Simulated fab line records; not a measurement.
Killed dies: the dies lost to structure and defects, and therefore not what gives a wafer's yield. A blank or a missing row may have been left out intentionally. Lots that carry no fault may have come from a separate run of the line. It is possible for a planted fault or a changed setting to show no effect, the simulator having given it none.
fab line records	flow sky130
record lots=6	wafers=18	last_day=50
route steps=708 shown CONTACT@432 METAL1@434 PAD_OPEN@708
lots untouched by any fault: they come from a run of this same line in which no faults occurred
start_h: hours from the record's opening day to when the first of the lot's shown wafers began	wait_h: hours from the lot's prior step to this one	" unchanged from the row above	L1.1+2: one row covering several wafers at once	- no value present, or no start provided	* or withheld: withheld	< > ~ a bound
route shown NAME@n: a module of which the file shows steps, and the number in the route of the first	usual: mean and standard deviation over wafers with no fault	same: alike in all rows	chamber/n: place in a boat	sites: the reading at each site	_std_site: standard deviation of those values	_edge_site: mean of outer sites minus mean of inner sites	radius_mm: for every site, how far away it sits from the centre of the wafer	mask NAME#n: copy n	behind: the most recent tool/chamber to have shaped the wafer	hold: reason for holding the lot/hours on hold/outcome of the hold	device: the transistor (n, p or np) that didn't switch	end of line: the route-end tests of the same wafers	a step given without rows: its recipe and nothing more	killed: dies lost to structure and defects at the first sort, not the wafer's yield	map: dies across one wafer; x = killed, . = not, _ = none there
set.NAME: the setting the step ran with; set.NAME@STEP: the setting that earlier step ran with	model.NAME: the simulator's own value behind a step, which no gauge read
lots at some steps of the route; a table a step, a row a wafer
services: the hour from which a tool's chamber was out of use, counted from the record's first day as start_h (under 0 if before that day), plus the number of hours and why
## steps
# step SKY_CONTACT_THK_MEAS_26
# recipe thk_meas_gauge=xrf	reads=W_of_CONTACT_CVD_24
# usual CONTACT_W_THK=348/6.8
lot.wafer	tool	chamber	start_h	wait_h	CONTACT_W_THK[nm]
L672.1	film_metro-04	-	810.95	0.1	339
L672.4	"	-	"	"	337
L672.6	"	-	"	"	337
L675.3	film_metro-01	-	847.29	0.1	344
L675.4	"	-	"	"	350
L675.5	"	-	"	"	346
L677.1	film_metro-04	-	853.28	0.1	344
L677.3	"	-	"	"	343
L677.5	"	-	"	"	343
L679.2	film_metro-03	-	859.79	0.1	361
L679.4	"	-	"	"	360
L679.6	"	-	"	"	358
L678.1	film_metro-03	-	860.92	0.1	351
L678.3	"	-	"	"	352
L678.4	"	-	"	"	355
L686.3	film_metro-04	-	907.80	0.1	349
L686.4	"	-	"	"	351
L686.6	"	-	"	"	351
# step SKY_CONTACT_CMP_27
# recipe stop_on=SiO2	t_overpolish_s=15	down_force_psi=3.5	platen_rpm=60	target_thk_nm=0	pad_velocity_m_s=0.94248
# step SKY_METAL1_SPUTTER_00
# recipe material=Ti	target_thk_nm=15	power_w=3000	time_s=10	chamber_pressure_pa=0.4
# usual throttle_valve_pct=29.3/0.95
lot.wafer	tool	chamber	start_h	wait_h	throttle_valve_pct
L672.1	pvd_sputter-03	-	811.69	0.1	28.5
L672.4	"	-	"	"	28.2
L672.6	"	-	"	"	28.5
L675.3	pvd_sputter-01	-	847.63	0.1	30.8
L675.4	"	-	"	"	30.6
L675.5	"	-	"	"	28.5
L677.1	pvd_sputter-01	-	853.64	0.2	30.4
L677.3	"	-	"	"	30.8
L677.5	"	-	"	"	28.5
L679.2	pvd_sputter-04	-	860.14	0.1	28.0
L679.4	"	-	"	"	30.0
L679.6	"	-	"	"	29.8
L678.1	pvd_sputter-04	-	861.28	0.2	29.8
L678.3	"	-	"	"	30.5
L678.4	"	-	"	"	28.0
L686.3	pvd_sputter-03	-	908.14	0.1	28.2
L686.4	"	-	"	"	29.8
L686.6	"	-	"	"	30.1
# step SKY_METAL1_SPUTTER_01
# recipe material=TiN	target_thk_nm=20	power_w=6500	time_s=16.7	chamber_pressure_pa=0.4
# usual throttle_valve_pct=29.3/0.92
lot.wafer	tool	chamber	start_h	wait_h	throttle_valve_pct
L672.1	pvd_sputter-03	-	811.71	0.0	28.5
L672.4	"	-	"	"	28.3
L672.6	"	-	"	"	28.3
L675.3	pvd_sputter-01	-	847.65	0.0	30.3
L675.4	"	-	"	"	30.7
L675.5	"	-	"	"	28.5
L677.1	pvd_sputter-01	-	853.67	0.0	30.7
L677.3	"	-	"	"	30.6
L677.5	"	-	"	"	28.7
L679.2	pvd_sputter-04	-	860.17	0.0	28.2
L679.4	"	-	"	"	30.2
L679.6	"	-	"	"	29.9
L678.1	pvd_sputter-04	-	861.30	0.0	29.7
L678.3	"	-	"	"	30.1
L678.4	"	-	"	"	28.1
L686.3	pvd_sputter-03	-	908.16	0.0	28.2
L686.4	"	-	"	"	30.1
L686.6	"	-	"	"	30.1
# step SKY_METAL1_SPUTTER_02
# recipe material=AlCu	target_thk_nm=250	power_w=10600	time_s=13.3	chamber_pressure_pa=0.4
# usual throttle_valve_pct=29.3/0.94
lot.wafer	tool	chamber	start_h	wait_h	throttle_valve_pct
L672.1	pvd_sputter-03	-	811.74	0.0	28.3
L672.4	"	-	"	"	28.3
L672.6	"	-	"	"	28.2
L675.3	pvd_sputter-01	-	847.68	0.0	30.6
L675.4	"	-	"	"	30.7
L675.5	"	-	"	"	28.2
L677.1	pvd_sputter-01	-	853.69	0.0	30.4
L677.3	"	-	"	"	30.9
L677.5	"	-	"	"	28.3
L679.2	pvd_sputter-04	-	860.19	0.0	28.0
L679.4	"	-	"	"	30.3
L679.6	"	-	"	"	30.1
L678.1	pvd_sputter-04	-	861.33	0.0	29.9
L678.3	"	-	"	"	30.0
L678.4	"	-	"	"	28.1
L686.3	pvd_sputter-03	-	908.19	0.0	28.2
L686.4	"	-	"	"	30.0
L686.6	"	-	"	"	30.0
# step SKY_METAL1_SPUTTER_03
# recipe material=Ti	target_thk_nm=5	power_w=3000	time_s=3.3	chamber_pressure_pa=0.4106
# usual throttle_valve_pct=29.2/0.95
lot.wafer	tool	chamber	start_h	wait_h	throttle_valve_pct
L672.1	pvd_sputter-03	-	811.76	0.0	28.2
L672.4	"	-	"	"	28.3
L672.6	"	-	"	"	28.1
L675.3	pvd_sputter-01	-	847.70	0.0	30.3
L675.4	"	-	"	"	30.7
L675.5	"	-	"	"	28.3
L677.1	pvd_sputter-01	-	853.72	0.0	30.3
L677.3	"	-	"	"	30.8
L677.5	"	-	"	"	28.5
L679.2	pvd_sputter-04	-	860.22	0.0	27.7
L679.4	"	-	"	"	30.0
L679.6	"	-	"	"	29.4
L678.1	pvd_sputter-04	-	861.35	0.0	29.9
L678.3	"	-	"	"	30.4
L678.4	"	-	"	"	27.8
L686.3	pvd_sputter-03	-	908.21	0.0	28.3
L686.4	"	-	"	"	29.8
L686.6	"	-	"	"	30.1
# step SKY_METAL1_SPUTTER_04
# recipe material=TiN	target_thk_nm=70	power_w=6500	time_s=58.3	chamber_pressure_pa=0.4
# usual throttle_valve_pct=29.3/0.94
lot.wafer	tool	chamber	start_h	wait_h	throttle_valve_pct
L672.1	pvd_sputter-03	-	811.78	0.0	28.3
L672.4	"	-	"	"	28.4
L672.6	"	-	"	"	28.2
L675.3	pvd_sputter-01	-	847.72	0.0	30.3
L675.4	"	-	"	"	30.6
L675.5	"	-	"	"	28.5
L677.1	pvd_sputter-01	-	853.73	0.0	30.4
L677.3	"	-	"	"	30.9
L677.5	"	-	"	"	28.5
L679.2	pvd_sputter-04	-	860.23	0.0	28.0
L679.4	"	-	"	"	30.0
L679.6	"	-	"	"	29.6
L678.1	pvd_sputter-04	-	861.37	0.0	30.0
L678.3	"	-	"	"	30.1
L678.4	"	-	"	"	28.3
L686.3	pvd_sputter-03	-	908.23	0.0	28.4
L686.4	"	-	"	"	30.0
L686.6	"	-	"	"	30.1
# step SKY_METAL1_RS_MEAS_05
# recipe thk_meas_gauge=four-point-probe	reads=TiN_of_METAL1_SPUTTER_04+Ti_of_METAL1_SPUTTER_03+AlCu_of_METAL1_SPUTTER_02+TiN_of_METAL1_SPUTTER_01+Ti_of_METAL1_SPUTTER_00
# usual METAL1_ALCU_RS=0.1265/0.0014
lot.wafer	tool	chamber	start_h	wait_h	METAL1_ALCU_RS[ohm/sq]
L672.1	film_metro-03	-	811.83	0.0	0.1271
L672.4	"	-	"	"	0.1254
L672.6	"	-	"	"	0.1273
L675.3	film_metro-03	-	847.81	0.1	0.1257
L675.4	"	-	"	"	0.1278
L675.5	"	-	"	"	0.1279
L677.1	film_metro-04	-	853.78	0.0	0.1260
L677.3	"	-	"	"	0.1275
L677.5	"	-	"	"	0.1290
L679.2	film_metro-04	-	860.30	0.0	0.1257
L679.4	"	-	"	"	0.1268
L679.6	"	-	"	"	0.1256
L678.1	film_metro-03	-	861.42	0.0	0.1264
L678.3	"	-	"	"	0.1269
L678.4	"	-	"	"	0.1270
L686.3	film_metro-04	-	908.32	0.1	0.1252
L686.4	"	-	"	"	0.1266
L686.6	"	-	"	"	0.1264
# step SKY_METAL1_THK_MEAS_06
# recipe thk_meas_gauge=xrf	reads=AlCu_of_METAL1_SPUTTER_02
# usual METAL1_ALCU_THK=251.7/2.8
lot.wafer	tool	chamber	start_h	wait_h	METAL1_ALCU_THK[nm]
L672.1	film_metro-03	-	811.95	0.1	249.0
L672.4	"	-	"	"	254.2
L672.6	"	-	"	"	248.4
L675.3	film_metro-03	-	847.91	0.1	251.1
L675.4	"	-	"	"	247.3
L675.5	"	-	"	"	247.8
L677.1	film_metro-04	-	853.90	0.1	252.9
L677.3	"	-	"	"	250.4
L677.5	"	-	"	"	246.9
L679.2	film_metro-04	-	860.41	0.1	252.2
L679.4	"	-	"	"	250.8
L679.6	"	-	"	"	253.1
L678.1	film_metro-03	-	861.54	0.1	252.0
L678.3	"	-	"	"	250.4
L678.4	"	-	"	"	248.1
L686.3	film_metro-04	-	908.42	0.1	254.9
L686.4	"	-	"	"	252.2
L686.6	"	-	"	"	251.5
# step SKY_METAL1_DEHYDRATE_07
# recipe temp_c=200	time_s=60
# step SKY_METAL1_HMDS_08
# recipe prime_time_s=60	prime_temp_c=120
# step SKY_METAL1_COAT_09
# recipe resist=BARC	temp_c=withheld	time_s=withheld	spin_rpm=3000	resist_thk_nm=60
# step SKY_METAL1_COAT_10
# recipe resist=KrF-thick	spin_rpm=3000	resist_thk_nm=450
# usual dispense_pressure_kPa=52.1/2.2	spin_speed_rpm=3000.1/1.9
lot.wafer	tool	chamber	start_h	wait_h	dispense_pressure_kPa	spin_speed_rpm	model.KrF-thick_of_METAL1_COAT_10.thk_nm
L672.1	litho_track-03	0	825	-	52.5	2996.8	450.3
L672.4	"	0	"	"	52.5	2997.5	449.1
L672.6	"	0	"	"	52.5	3003.2	449.3
L675.3	litho_track-01	0	860	-	55.2	2998.6	449.9
L675.4	"	0	"	"	55.2	3002.0	450.4
L675.5	"	0	"	"	55.2	3000.3	449.8
L677.1	litho_track-01	0	865	-	55.2	2999.8	449.4
L677.3	"	0	"	"	55.2	2998.9	450.1
L677.5	"	0	"	"	55.2	2999.7	448.6
L679.2	litho_track-03	0	872	-	52.6	2854.5	463
L679.4	"	0	"	"	52.5	2855.4	463.2
L679.6	"	0	"	"	52.5	2857.3	460.6
L678.1	litho_track-03	0	873	-	52.5	2852.8	463.1
L678.3	"	0	"	"	52.5	2855.1	464.2
L678.4	"	0	"	"	52.6	2855.6	464.2
L686.3	litho_track-02	0	920	-	49.7	3001.1	452.1
L686.4	"	0	"	"	49.7	3001.5	451.6
L686.6	"	0	"	"	49.7	2998.4	451.6
# step SKY_METAL1_SOFTBAKE_11
# recipe temp_c=100	time_s=90	resist=KrF-thick
# step SKY_METAL1_EXPOSE_12
# recipe mask_id=MM1	na=0.8	source_shape=annular	sigma_inner=0.55	sigma_outer=0.85	target_cd_nm=140	dose_mj=28
# step SKY_METAL1_PEB_13
# recipe peb_temp_c=withheld	peb_time_s=withheld	resist=KrF-thick
# step SKY_METAL1_DEVELOP_14
# recipe develop_time_s=60	resist=KrF-thick	dev_temp_c=21
# step SKY_METAL1_CD_MEAS_15
# recipe target_cd_nm=140
# usual cd_nm=139.8/1.6
lot.wafer	tool	chamber	start_h	wait_h	cd_nm
L672.1	cd_sem-01	-	838.22	-	138.2
L672.4	"	-	"	"	137.5
L672.6	"	-	"	"	138.1
L675.3	cd_sem-02	-	873.35	-	140.8
L675.4	"	-	"	"	141.7
L675.5	"	-	"	"	142.3
L677.1	cd_sem-01	-	879.32	-	142.1
L677.3	"	-	"	"	140.4
L677.5	"	-	"	"	142.0
L679.2	cd_sem-02	-	886.89	-	140.1
L679.4	"	-	"	"	140.8
L679.6	"	-	"	"	139.6
L678.1	cd_sem-01	-	887.61	-	139.0
L678.3	"	-	"	"	136.6
L678.4	"	-	"	"	138.6
L686.3	cd_sem-02	-	933.01	-	136.6
L686.4	"	-	"	"	140.7
L686.6	"	-	"	"	138.3
# step SKY_METAL1_OVL_MEAS_16
# usual METAL1_OVL=0/6.4
lot.wafer	tool	chamber	start_h	wait_h	METAL1_OVL[nm]
L672.1	overlay-02	-	838.34	0.1	6
L672.4	"	-	"	"	4
L672.6	"	-	"	"	3
L675.3	overlay-01	-	873.45	0.1	4
L675.4	"	-	"	"	-3
L675.5	"	-	"	"	11
L677.1	overlay-01	-	879.44	0.1	15
L677.3	"	-	"	"	9
L677.5	"	-	"	"	6
L679.2	overlay-01	-	887.00	0.1	-1
L679.4	"	-	"	"	-5
L679.6	"	-	"	"	-3
L678.1	overlay-02	-	887.73	0.1	-9
L678.3	"	-	"	"	1
L678.4	"	-	"	"	11
L686.3	overlay-02	-	933.11	0.1	4
L686.4	"	-	"	"	1
L686.6	"	-	"	"	-7
# step SKY_METAL1_DESCUM_17
# recipe chemistry=O2	source_power_w=150	bias_power_w=0	pressure_mtorr=10	temp_c=40	time_s=8
# step SKY_METAL1_ETCH_18
# recipe chemistry=N2/H2	target=BARC	ion_energy_ev=200	bias_w=100	pressure_mtorr=30	n2_flow_sccm=100	h2_flow_sccm=200	icp_w=500	stop_on=SiO2	time_s=45.9	target_depth_a=600
# step SKY_METAL1_METAL_ETCH_19
# recipe target_depth_a=3600	stop_on=SiO2	over_etch_frac=0.3	time_s=78	chemistry=Cl2/BCl3	resist_sidewall_deg=88	pressure_mtorr=10	icp_w=900	bias_w=48.5	Cl2_flow_sccm=60	bcl3_flow_sccm=30
# usual bias_w=48.50/0.14	drypump_motor_current_A=5.9/0.55	oes_product_au=0.855/0.0056	throttle_valve_pct=22.264/0.0092
lot.wafer	tool	chamber	start_h	wait_h	bias_w	drypump_motor_current_A	oes_product_au	rf_hours_counter_h	throttle_valve_pct	model.KrF-thick_of_METAL1_COAT_10.thk_nm
L672.1	rie_metal-01	0	838.48	0.0	48.36	6.3	0.851	0	22.263	150.6
L672.4	"	0	"	"	48.59	6.3	0.859	-	22.260	150
L672.6	"	0	"	"	48.32	6.3	0.854	-	22.274	150.3
L675.3	rie_metal-01	1	873.59	0.1	48.41	6.2	0.855	-	22.260	159.1
L675.4	"	0	"	"	48.70	6.2	0.853	-	22.255	151.2
L675.5	"	1	"	"	48.60	6.2	0.848	-	22.262	161.6
L677.1	rie_metal-03	0	879.67	0.1	48.59	5.6	0.857	2	22.254	162.3
L677.3	"	0	"	"	48.47	5.6	0.846	-	22.257	162.2
L677.5	"	0	"	"	48.57	5.6	0.855	-	22.263	163.2
L679.2	rie_metal-03	0	887.25	0.1	48.70	5.6	0.858	-	22.245	180.1
L679.4	"	0	"	"	48.60	5.6	0.854	-	22.279	179.7
L679.6	"	0	"	"	48.52	5.6	0.859	-	22.271	175.9
L678.1	rie_metal-01	0	887.86	0.0	48.42	6.2	0.855	2	22.262	163
L678.3	"	1	"	"	48.37	6.3	0.855	-	22.273	174.5
L678.4	"	0	"	"	48.39	6.3	0.852	-	22.260	165
L686.3	rie_metal-01	1	933.26	0.1	48.53	6.3	0.856	-	22.258	163.6
L686.4	"	0	"	"	48.78	6.2	0.846	-	22.259	154.3
L686.6	"	0	"	"	48.69	6.3	0.854	-	22.261	155.7
# step SKY_METAL1_STRIP_20
# recipe chemistry=O2/N2	power_w=1400	pressure_mtorr=1500	platen_temp_c=withheld	o2_flow_sccm=3000	n2_flow_sccm=300	overash_fraction=0.5
# step SKY_PAD_OPEN_PROBE_99
# usual defect_limited_yield=82.5/1.9	killed_at_M0_to_M3=44/7.3	killed_at_M4_up=3.1/1.9	killed_at_contacts=24/5.3	killed_at_front_end=15/4	killed_at_other=0.4/0.6	killed_dies=86/9.2	killed_open=47/6.9	killed_short=39/6.9	sort_bin_3_pad_short=0.8/0.41	sort_bin_5_function=10.6/1.5	sort_bin_6_memory=6.1/1.1	sort_n_pass=406/9.2	sort_yield_pct=82.5/1.9
# same gross_dies=492	killed_at_back_side=0	sort_bin_4_leakage[%]=0	sort_bin_8_speed[%]=0
lot.wafer	tool	chamber	start_h	wait_h	defect_limited_yield[%]	killed_at_M0_to_M3	killed_at_M4_up	killed_at_contacts	killed_at_front_end	killed_at_other	killed_dies	killed_open	killed_short	sort_bin_3_pad_short[%]	sort_bin_5_function[%]	sort_bin_6_memory[%]	sort_n_pass	sort_yield_pct[%]
L672.1	prober-01	-	1133.20	0.1	81.3	45	4	22	21	0	92	57	35	0.6	12.0	6.1	400	81.3
L672.4	prober-01	-	1133.35	0.2	81.5	46	6	27	12	0	91	52	39	1.0	10.0	7.5	401	81.5
L677.1	prober-02	-	1160.99	0.1	82.1	39	5	22	22	0	88	56	31	0.4	11.0	6.5	404	82.1
L677.3	prober-02	-	1161.09	0.2	83.1	46	1	25	11	0	83	48	34	0.6	11.2	5.1	409	83.1
L677.5	prober-02	-	1161.19	0.2	82.5	42	2	29	12	1	86	45	41	1.2	10.0	6.3	406	82.5
L679.2	prober-02	-	1167.45	0.1	79.7	54	4	28	13	1	100	66	33	1.0	10.0	9.3	392	79.7
L679.4	prober-02	-	1167.55	0.2	82.3	50	5	15	17	0	87	41	45	0.8	10.6	6.3	405	82.3
L679.6	prober-02	-	1167.65	0.2	81.7	46	1	31	12	0	90	49	41	0.8	11.8	5.7	402	81.7
# killed by level:class
L672.1 VIA1:geometric_particle:open=10 VIA2:geometric_particle:short=8 VIA3:geometric_particle:open=8 FIELD_ISO:geometric_particle:open=7 LI_CONTACT:geometric_particle:open=7 CONTACT:geometric_particle:short=7 CONTACT:geometric_particle:open=7 VIA2:geometric_particle:open=4
L672.4 VIA1:geometric_particle:open=14 LI_CONTACT:geometric_particle:open=8 VIA2:geometric_particle:open=8 CONTACT:geometric_particle:open=6 CONTACT:geometric_particle:short=6 LOCAL_INTERCONNECT:geometric_particle:short=5 VIA1:geometric_particle:short=4 METAL2:geometric_particle:open=4
L677.1 CONTACT:geometric_particle:open=14 VIA1:geometric_particle:open=9 POLY_GATE:geometric_particle:open=8 VIA2:geometric_particle:open=7 METAL2:geometric_particle:short=7 FIELD_ISO:geometric_particle:open=6 VIA3:geometric_particle:open=5 METAL4:geometric_particle:short=5
L677.3 VIA1:geometric_particle:open=14 CONTACT:geometric_particle:open=10 METAL1:geometric_particle:short=8 VIA2:geometric_particle:open=7 FIELD_ISO:geometric_particle:open=6 LI_CONTACT:geometric_particle:open=6 CONTACT:geometric_particle:short=5 FIELD_ISO:geometric_particle:short=4
L677.5 CONTACT:geometric_particle:open=10 VIA1:geometric_particle:open=9 VIA3:geometric_particle:open=8 LOCAL_INTERCONNECT:geometric_particle:short=6 FIELD_ISO:geometric_particle:open=5 VIA1:geometric_particle:short=5 CONTACT:geometric_particle:short=5 METAL1:geometric_particle:short=5
L679.2 VIA1:geometric_particle:open=19 CONTACT:geometric_particle:open=12 LI_CONTACT:geometric_particle:open=8 VIA1:geometric_particle:short=7 POLY_GATE:geometric_particle:open=6 METAL2:geometric_particle:short=6 VIA3:geometric_particle:open=6 METAL1:geometric_particle:short=4
L679.4 VIA3:geometric_particle:open=10 VIA1:geometric_particle:open=10 METAL2:geometric_particle:short=8 VIA1:geometric_particle:short=6 VIA2:geometric_particle:open=5 FIELD_ISO:geometric_particle:short=4 POLY_GATE:geometric_particle:short=4 POLY_GATE:geometric_particle:open=4
L679.6 VIA1:geometric_particle:open=13 VIA1:geometric_particle:short=12 CONTACT:geometric_particle:open=11 LI_CONTACT:geometric_particle:open=7 POLY_GATE:geometric_particle:open=6 VIA3:geometric_particle:open=5 LOCAL_INTERCONNECT:geometric_particle:short=5 CONTACT:geometric_particle:short=5
## services
tool	chamber	start_h	hours	kind
rie_metal-03	0	793.73	-	clean
rie_metal-03	0	793.73	19.1	scheduled_down
rie_metal-03	0	793.73	19.1	vent_cycle
rie_metal-01	0	803.42	-	clean
rie_metal-01	0	803.42	20.4	scheduled_down
rie_metal-01	0	803.42	20.4	vent_cycle
pvd_sputter-01	-	812.20	1.1	repair
rie_metal-01	1	821.79	3.8	repair
pvd_sputter-01	-	831.40	0.6	repair
pvd_sputter-03	1	831.98	-	consumable_replace:kit
pvd_sputter-03	1	831.98	18.0	scheduled_down
pvd_sputter-03	1	831.98	18.0	vent_cycle
rie_metal-01	-	835.37	2.6	repair
pvd_sputter-03	-	859.20	7.4	repair
rie_metal-03	0	866.50	4.0	repair
pvd_sputter-01	1	875.48	-	consumable_replace:kit
pvd_sputter-01	1	875.48	18.0	scheduled_down
pvd_sputter-01	1	875.48	18.0	vent_cycle
pvd_sputter-04	-	886.45	0.7	repair
pvd_sputter-04	0	904.44	-	consumable_replace:kit
pvd_sputter-04	0	904.44	18.0	scheduled_down
pvd_sputter-04	0	904.44	18.0	vent_cycle
pvd_sputter-01	-	924.06	0.8	repair
pvd_sputter-03	-	931.83	0.7	repair
## key
first_sign step=SKY_METAL1_COAT_10	reading=spin_speed_rpm	direction=down	sigmas=76	usual=3000.1	struck=2855.1
effect none on later readings
model_effect step=SKY_METAL1_COAT_10	value=KrF-thick_of_METAL1_COAT_10.thk_nm	without=451.8	struck=463.1
model_effect step=SKY_METAL1_METAL_ETCH_19	value=KrF-thick_of_METAL1_COAT_10.thk_nm	without=161.7	struck=173
met_at SKY_METAL1_COAT_10
struck_wafers L678.1,L678.3,L678.4,L679.2,L679.4,L679.6
onset_between 825 872
fault kind=process_parameter_drift	tool=litho_track-03	chamber=-	onset_h=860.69	steps=SKY_METAL1_COAT_10	channel=spin_rpm	offset=-144.78	shape=step	end_h=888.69	acts_in=these_recipes_only	stated=3000
